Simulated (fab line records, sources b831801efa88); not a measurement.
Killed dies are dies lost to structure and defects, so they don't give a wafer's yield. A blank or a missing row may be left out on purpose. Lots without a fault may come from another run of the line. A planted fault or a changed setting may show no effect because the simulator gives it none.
A struck lot beside a sound one | flow sky130 | 44 steps out of a route of 708
Sound: wafers L211.1, L211.2, L211.5. Struck: wafer L220.4. (L220.2, L220.3 of the same lot were not struck and are left out.) The cause comes at the end.
At each step with rows: each side's tool, then ch and its chambers, then its first start. Under that, the readings that differ: sound wafers | struck wafers | difference of the means | sigmas: that difference in standard deviations of wafers without a fault.
alike: readings whose means differ by less than 2 such deviations, and words and numbers that are the same on both sides. not compared: withheld readings, readings that some wafer has no value for, bounds like >300 that may hide the same value, and numbers for which the record gives no deviation and whose values overlap.
The two part at a step that has a row with sigmas, a row that says differs or no value, or rows on one side only. Numbers that don't overlap but have no deviation are shown without sigmas and don't part them. A reading that every wafer of one side lacks parts them only if that side has two wafers or more.

first, 4 steps without rows for these wafers: SKY_VIA3_SOFTBAKE_08 (time 90 s); SKY_VIA3_EXPOSE_09 (exposes mask VIM3, target cd 200 nm); SKY_VIA3_PEB_10; SKY_VIA3_DEVELOP_11 (develop time 60 s).
SKY_VIA3_CD_MEAS_12: target cd 200 nm.
  sound on cd_sem-01, day 42 20:19; struck on cd_sem-01, day 45 03:38
  alike: cd_nm
SKY_VIA3_OVL_MEAS_13:
  sound on overlay-01, day 42 20:26; struck on overlay-01, day 45 03:45
  reading       | sound    | struck | difference | sigmas
  VIA3_OVL (nm) | -1 -2 -3 | 9      | +11        | +2
SKY_VIA3_ETCH_14: etches BARC in N2/H2, stops on SiO2, time 45.9 s, target depth 60 nm.
  sound on rie_diel-02 ch 0,1, day 42 20:29; struck on rie_diel-02 ch 1, day 45 03:47
  alike: drypump_motor_current_A, oes_product_au, throttle_valve_pct
  not compared: rf_hours_counter_h
SKY_VIA3_ETCH_15: etches SiO2 in C4F8/O2/Ar, stops on TiN, target depth 507 nm, time 78 s.
  sound on rie_diel-02 ch 0,1, day 42 20:31; struck on rie_diel-02 ch 1, day 45 03:49
  alike: oes_product_au
  not compared: rf_hours_counter_h
then, 4 steps without rows for these wafers: SKY_VIA3_STRIP_16 (strips in O2/N2); SKY_VIA3_STRIP_17 (strips in post etch residue remover, time 1200 s); SKY_VIA3_CLEAN_18 (cleans in IPA, time 180 s); SKY_VIA3_CLEAN_19 (cleans in O3/DIW).
SKY_VIA3_SPUTTER_20: material TiN, target thk 20 nm, time 80 s.
  sound on pvd_sputter-03, day 42 21:10; struck on pvd_sputter-03, day 45 04:31
  reading                                  | sound             | struck | difference | sigmas
  model.TiN_of_VIA3_SPUTTER_20.thk_nm (nm) | 20.33 20.27 20.56 | 30.56  | +10.17     |
  alike: throttle_valve_pct
then, 1 step without rows for these wafers: SKY_VIA3_CVD_21 (deposits W, target thk 390 nm, time 117.31 s).
SKY_VIA3_RS_MEAS_22: measures by four-point-probe.
  sound on film_metro-02, day 42 21:21; struck on film_metro-04, day 45 04:43
  alike: VIA3_W_RS
SKY_VIA3_THK_MEAS_23: measures by xrf.
  sound on film_metro-02, day 42 21:28; struck on film_metro-04, day 45 04:49
  alike: VIA3_W_THK
then, 2 steps without rows for these wafers: SKY_VIA3_CMP_24 (polishes, stops on SiO2, t overpolish 20 s, target thk 0 nm); SKY_METAL4_SPUTTER_00 (material Ti, target thk 15 nm, time 10 s).
SKY_METAL4_SPUTTER_01: material TiN, target thk 20 nm, time 16.7 s.
  sound on pvd_sputter-01, day 42 21:52; struck on pvd_sputter-04, day 45 05:26
  alike: throttle_valve_pct
SKY_METAL4_SPUTTER_02: material AlCu, target thk 735 nm, time 39.1 s.
  sound on pvd_sputter-01, day 42 21:53; struck on pvd_sputter-04, day 45 05:28
  alike: throttle_valve_pct
then, 3 steps without rows for these wafers: SKY_METAL4_SPUTTER_03 (material Ti, target thk 5 nm, time 3.3 s); SKY_METAL4_SPUTTER_04 (material TiN, target thk 70 nm, time 58.3 s); SKY_CAP2M_CVD_00 (deposits SiO2, target thk 15.5 nm).
SKY_CAP2M_THK_MEAS_01:
  sound on film_metro-01, day 42 22:01; struck on film_metro-04, day 45 05:36
  alike: CAP2M_CVD_00_THK
then, 1 step without rows for these wafers: SKY_CAP2M_SPUTTER_02 (material TiN, target thk 200 nm, time 166.7 s).
SKY_CAP2M_RS_MEAS_03: measures by four-point-probe.
  sound on film_metro-03, day 42 22:11; struck on film_metro-03, day 45 05:47
  reading               | sound          | struck | difference | sigmas
  CAP2M_TIN_RS (ohm/sq) | 7.01 7.07 7.10 | 6.84   | -0.22      | -3
SKY_CAP2M_THK_MEAS_04: measures by xrf.
  sound on film_metro-03, day 42 22:19; struck on film_metro-03, day 45 05:53
  alike: CAP2M_TIN_THK
then, 7 steps without rows for these wafers: SKY_CAP2M_DEHYDRATE_05 (time 60 s); SKY_CAP2M_HMDS_06 (prime time 60 s); SKY_CAP2M_COAT_07 (resist thk 1140 nm); SKY_CAP2M_SOFTBAKE_08 (time 60 s); SKY_CAP2M_EXPOSE_09 (exposes mask CAP2M, target cd 1000 nm); SKY_CAP2M_PEB_10; SKY_CAP2M_DEVELOP_11 (develop time 60 s).
SKY_CAP2M_OVL_MEAS_12:
  sound on overlay-01, day 43 20:46; struck on overlay-01, day 46 02:55
  alike: CAP2M_OVL
SKY_CAP2M_METAL_ETCH_13: etches TiN in Cl2/BCl3, stops on SiO2, target depth 220 nm, time 62.9 s.
  sound on rie_metal-04 ch 0,1, day 43 20:48; struck on rie_metal-04 ch 1, day 46 02:57
  alike: drypump_motor_current_A, oes_product_au, throttle_valve_pct
  not compared: rf_hours_counter_h
then, 6 steps without rows for these wafers: SKY_CAP2M_STRIP_14 (strips in O2/N2); SKY_CAP2M_STRIP_15 (strips in post etch residue remover, time 1200 s); SKY_CAP2M_CLEAN_16 (cleans in IPA, time 180 s); SKY_CAP2M_CLEAN_17 (cleans in O3/DIW); SKY_METAL4_DEHYDRATE_05 (time 60 s); SKY_METAL4_HMDS_06 (prime time 60 s).
SKY_METAL4_METAL_ETCH_18: etches the open film in Cl2/BCl3, stops on SiO2, target depth 845 nm, time 183.1 s.
  sound on rie_metal-01 ch 1, day 44 19:58; struck on rie_metal-01 ch 1, day 47 00:13
  reading                            | sound             | struck | difference | sigmas
  oes_product_au (a.u.)              | 0.859 0.860 0.862 | 0.877  | +0.017     | +3
  model.METAL4.feature_depth_nm (nm) | 871.2 859.9 869.7 | 881.7  | +14.8      |
  model.etch.depth_nm (nm)           | 871.2 859.9 869.7 | 881.7  | +14.8      |
  alike: drypump_motor_current_A, throttle_valve_pct
  not compared: rf_hours_counter_h
SKY_PAD_OPEN_PROBE_99:
  the record has rows for the sound wafers here (prober-01, day 48 12:35) and none for the struck ones

WHERE THEY PART
First at SKY_VIA3_OVL_MEAS_13; last, within this record, at SKY_PAD_OPEN_PROBE_99.

WHY: what the simulator had put in
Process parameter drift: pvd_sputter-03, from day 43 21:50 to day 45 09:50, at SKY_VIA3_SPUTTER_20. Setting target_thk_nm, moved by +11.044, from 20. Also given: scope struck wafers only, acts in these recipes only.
